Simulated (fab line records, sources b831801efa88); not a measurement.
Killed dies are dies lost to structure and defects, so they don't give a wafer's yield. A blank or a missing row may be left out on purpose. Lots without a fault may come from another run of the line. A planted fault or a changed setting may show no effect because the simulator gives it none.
Which tool did it? | flow gf180mcu | 7 lots, 21 wafers sampled, at 1 step of a route of 602

WHAT THE GAUGES READ, wafer by wafer
GF_DUAL_GATE_OVL_MEAS_11.
lot  | measured     | on         | DUAL_GATE_OVL (nm)
L122 | day 8 12:35  | overlay-02 | 1.5 2.8 0.4
L125 | day 9 11:42  | overlay-02 | 0.2 1.4 0.5
L127 | day 10 03:45 | overlay-02 | 2.2 2.0 1.0
L129 | day 10 15:47 | overlay-02 | -1.6 -1.0 -2.1
L137 | day 13 01:09 | overlay-02 | -0.8 0.6 -0.1
L141 | day 14 04:55 | overlay-01 | -1.0 -0.2 -0.2
L143 | day 14 21:12 | overlay-02 | 0.3 1.1 1.6

WHICH TOOL RAN EACH LOT (tool, then ch and the chambers of the sampled wafers, then the start)
The record holds no process step before these readings.

THE ANSWER, worked out from the rows above alone
Rule: what is usual is taken from the lots themselves. Put in order of their means at a reading, lots are off if they are a third of the lots or fewer, leave a main group of 4 or more, and stand apart from it by a gap of 3 or more times the standard deviation of the main group's means; of several such gaps the widest counts. A main group whose means are all the same, to the digits that the tables above print for the reading, isn't used. A lot without any number at a reading at which 4 lots or more have one is off too. The other lots that the step has rows for count as sound.
No lot is off at any reading shown: from this, nothing can be told.

WHAT THE SIMULATOR HAD PUT IN
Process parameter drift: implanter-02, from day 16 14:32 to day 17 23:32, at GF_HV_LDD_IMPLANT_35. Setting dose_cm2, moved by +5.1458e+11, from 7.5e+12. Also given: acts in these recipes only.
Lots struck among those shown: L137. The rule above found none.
